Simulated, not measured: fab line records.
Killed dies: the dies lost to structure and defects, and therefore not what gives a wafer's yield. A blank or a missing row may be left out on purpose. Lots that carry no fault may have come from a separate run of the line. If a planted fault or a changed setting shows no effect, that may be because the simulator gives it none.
A single fault, viewed from 2 desks	flow gf180mcu	every desk sees just its own numbers, and what lay behind them comes last

== THE METROLOGY DESK ==
What the gauges read for every lot (on any tool): the sampled wafers with a number, averaged. Any lot whose mean is over 4 standard deviations away from the usual mean is out of limits and marked OUT; that distance is given in the brackets.
Columns: A = VT_IMPLANT_01_OVL at GF_VT_IMPLANT_OVL_MEAS_18, usual 0.1 nm; B = VT_IMPLANT_2_TW at GF_VT_IMPLANT_TW_MEAS_21, usual 1219; C = VT_IMPLANT_02_OVL at GF_VT_IMPLANT_OVL_MEAS_29, usual 0.6 nm
lot	first seen here	A	B	C
L919	day 8 03:00	-0.6	1224	2.7
L923	day 9 03:09	1.3	1213	0.7
L928	day 10 10:46	-1.3	1211	0.5
L930	day 10 22:09	0.2	1226	2.8
L933	day 11 17:17	-1.5	1217	1.4
L935	day 12 06:48	-1.3	1228	0.8
This desk's verdict: no lot among the 6 shows anything out of limits.

== AT THE TOOL OWNER'S DESK: implanter-01 ==
The tool's own readings at GF_VT_IMPLANT_IMPLANT_30, given as means over the sampled wafers that have a number, one for each lot that went through this tool. Any lot whose mean is over 4 standard deviations away from the usual mean is out of limits and marked OUT; that distance is given in the brackets.
Columns: A = beam-energy-keV at GF_VT_IMPLANT_IMPLANT_30, usual 25.000; B = dose-ions-cm2 at GF_VT_IMPLANT_IMPLANT_30, usual 2.5338e+12; C = tilt-deg at GF_VT_IMPLANT_IMPLANT_30, usual 7.003 degrees
lot	first seen here	A	B	C
L923	day 9 20:11	24.987	2.5379e+12	6.960
L928	day 11 05:10	26.134 (+99 or more) OUT	2.5338e+12	6.983
L930	day 11 17:01	26.130 (+99 or more) OUT	2.5306e+12	7.002
This desk's verdict: out of limits on L928, L930, starting with L928 at day 11 05:10 (beam-energy-keV at GF_VT_IMPLANT_IMPLANT_30). L923: within limits.

== ALL TOGETHER ==
At day 11 05:10, on L928, L930, the tool owner's desk was in a position to raise an alarm.
Nothing out of limits was seen by the metrology desk.
The metrology desk holds a record of L928, L930, inside its limits.
Every lot named ran GF_VT_IMPLANT_IMPLANT_30 on implanter-01.

== WHAT HAD BEEN PUT IN BY THE SIMULATOR ==
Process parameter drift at GF_VT_IMPLANT_IMPLANT_30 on implanter-01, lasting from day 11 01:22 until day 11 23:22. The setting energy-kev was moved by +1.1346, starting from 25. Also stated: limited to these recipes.
Struck lots among those shown: L928, L930.
Time in hours from fault onset to the first out-of-limits reading at each desk: the tool owner's desk, 4.
